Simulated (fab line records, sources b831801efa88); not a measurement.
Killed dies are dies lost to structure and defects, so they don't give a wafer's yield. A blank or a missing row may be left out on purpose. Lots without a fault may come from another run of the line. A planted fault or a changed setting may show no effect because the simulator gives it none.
Which tool did it? | flow gf180mcu | 6 lots, 18 wafers sampled, at 5 steps of a route of 602

WHAT THE GAUGES READ, wafer by wafer
GF_M3_THK_MEAS_06: measures by xrf.
lot  | measured     | on            | M3_ALCU_THK (nm)
L687 | day 20 08:44 | film_metro-02 | 439 434 439
L690 | day 22 05:15 | film_metro-02 | 448 438 448
L693 | day 23 02:34 | film_metro-02 | 431 433 439
L706 | day 27 06:16 | film_metro-03 | 429 435 437
L708 | day 27 17:35 | film_metro-03 | 436 444 443

WHICH TOOL RAN EACH LOT (tool, then ch and the chambers of the sampled wafers, then the start)
lot  | GF_HV_LDD_RTA_52                 | GF_CONTACT_CVD_00                | GF_CONTACT_ETCH_17                            | GF_V1_CVD_02
L687 | rtp_anneal-02 ch 0, day 12 11:07 | hdpcvd-01 ch 0,1,2, day 15 07:07 | rie_diel-02 ch 0,1, day 17 05:34 or earlier   | pecvd-04 ch 0,1, day 17 05:34
L690 | rtp_anneal-02 ch 0, day 14 03:54 | hdpcvd-01 ch 0,1,2, day 17 01:28 | rie_diel-02 ch 1,2, day 19 01:34 or earlier   | pecvd-02 ch 0,1,2, day 19 01:34
L693 | rtp_anneal-02 ch 0, day 14 22:19 | hdpcvd-01 ch 0,1,2, day 17 21:30 | rie_diel-02 ch 0,1,3, day 20 00:11 or earlier | pecvd-04 ch 0,2, day 20 00:11
L701 | rtp_anneal-01 ch 0, day 17 15:07 | hdpcvd-01 ch 0,1,2, day 20 17:52 | rie_diel-03 ch 0,1, day 33 07:47 or earlier   | -
L706 | rtp_anneal-02 ch 0, day 19 07:28 | hdpcvd-01 ch 0,1,2, day 22 11:49 | rie_diel-04 ch 0,1,2, day 24 11:14 or earlier | pecvd-04 ch 0,2, day 24 11:14
L708 | rtp_anneal-01 ch 0, day 19 20:37 | hdpcvd-01 ch 0,1, day 22 23:26   | rie_diel-02 ch 0,1,3, day 24 22:31 or earlier | pecvd-01 ch 0,1, day 24 22:31
- GF_HV_LDD_RTA_52: time 10 s.
- GF_CONTACT_CVD_00: deposits SiO2, target thk 300 nm, time 50 s.
- GF_CONTACT_ETCH_17: etches SiO2 in C4F8/O2/Ar, stops on CoSi2, target depth 860 nm.
- GF_V1_CVD_02: deposits SiO2 from TEOS, target thk 850 nm, time 94.851 s.

THE ANSWER, worked out from the rows above alone
Rule: what is usual is taken from the lots themselves. Put in order of their means at a reading, lots are off if they are a third of the lots or fewer, leave a main group of 4 or more, and stand apart from it by a gap of 3 or more times the standard deviation of the main group's means; of several such gaps the widest counts. A main group whose means are all the same, to the digits that the tables above print for the reading, isn't used. A lot without any number at a reading at which 4 lots or more have one is off too. The other lots that the step has rows for count as sound.
No lot is off at any reading shown: from this, nothing can be told.

WHAT THE SIMULATOR HAD PUT IN
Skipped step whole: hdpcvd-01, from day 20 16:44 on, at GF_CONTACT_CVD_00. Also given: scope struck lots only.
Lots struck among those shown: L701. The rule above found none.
